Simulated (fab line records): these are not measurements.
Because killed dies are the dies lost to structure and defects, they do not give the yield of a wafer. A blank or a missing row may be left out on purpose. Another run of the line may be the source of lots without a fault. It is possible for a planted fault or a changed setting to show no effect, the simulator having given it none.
Comparing a struck lot with a sound one ; flow sky130 ; 14 out of 708 route steps
Sound: the wafers L922.2, L922.4, L922.6. Wafers struck: L932.1, L932.5, L932.6. At the end, the cause is stated.
Order at every step that has rows: each side's tool, ch and its chambers, its first start. Under that, the readings that differ: sound wafers ; struck wafers ; difference of the means ; sigmas: that difference in standard deviations of wafers without a fault.
alike: same words and numbers on both sides, and readings whose means sit less than 2 such deviations apart. not compared: any withheld reading, any reading some wafer has no value for, any bound like >300 that may hide the same value, and any number with overlapping values for which the record gives no deviation.
Wherever a step has rows on one side only, a row that says differs or no value, or a row with sigmas, the two part there. Non-overlapping numbers with no deviation appear without sigmas and do not part them. A reading that every wafer of one side lacks parts them only if that side has two wafers or more.

SKY_NWELL_TW_MEAS_26:
  sound on filmMetro-03, day 7 22:16; struck on filmMetro-04, day 10 11:22
  alike: NWELL_2_TW
then, 1 step without rows for these wafers: SKY_NWELL_CLEAN_27 (cleans in SC1/SC2, time 150 s).
SKY_NWELL_RTA_28: time 30 s.
  sound on rtpAnneal-02 ch 0, day 7 22:24; struck on rtpAnneal-02 ch 0, day 10 11:28
  alike: lampPowerPct, wafer_temp_C_max
SKY_NWELL_RS_MEAS_29: uses a four-point probe to measure.
  sound on filmMetro-02, day 7 22:31; struck on filmMetro-03, day 10 11:40
  alike: NWELL_RS
SKY_NWELL_RS_MEAS_31: uses a four-point probe to measure.
  sound on filmMetro-02, day 7 22:45; struck on filmMetro-03, day 10 11:55
  alike: PWDE_RS
then, 6 steps without rows for these wafers: SKY_VT_ADJUST_HVTP_DEHYDRATE_00 (time 60 s); SKY_VT_ADJUST_HVTP_HMDS_01 (prime time 60 s); SKY_VT_ADJUST_HVTP_COAT_02 (resist thk 1140 nm); SKY_VT_ADJUST_HVTP_SOFTBAKE_03 (time 60 s); SKY_VT_ADJUST_HVTP_EXPOSE_04 (exposes mask HVTPM, target cd 380 nm); SKY_VT_ADJUST_HVTP_PEB_05.
SKY_VT_ADJUST_HVTP_DEVELOP_06: develop time 60 s.
  sound on lithoTrack-04 ch 0, day 8 18:50; struck on lithoTrack-04 ch 0, day 11 09:15
reading;sound;struck;difference;sigmas
chillPlateTempC (C);22.82 22.85 22.71;22.98 22.97 23.11;+0.23;+2
developerTempC (C);22.85 22.94 22.73;25.28 25.36 25.27;+2.46;+22
SKY_VT_ADJUST_HVTP_CD_MEAS_07: the cd target is 380 nm.
  sound on cdSem-01, day 8 18:58; struck on cdSem-01, day 11 09:24
  alike: cdNm
SKY_PAD_OPEN_PROBE_99:
  rows exist in the record for the sound wafers here (prober-02, day 48 13:16), none for the struck ones

WHERE THEY PART
Earliest at SKY_VT_ADJUST_HVTP_DEVELOP_06; latest, in this record, at SKY_PAD_OPEN_PROBE_99.

WHY: what had been put in by the simulator
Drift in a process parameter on lithoTrack-04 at SKY_VT_ADJUST_HVTP_DEVELOP_06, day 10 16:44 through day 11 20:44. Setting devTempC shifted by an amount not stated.
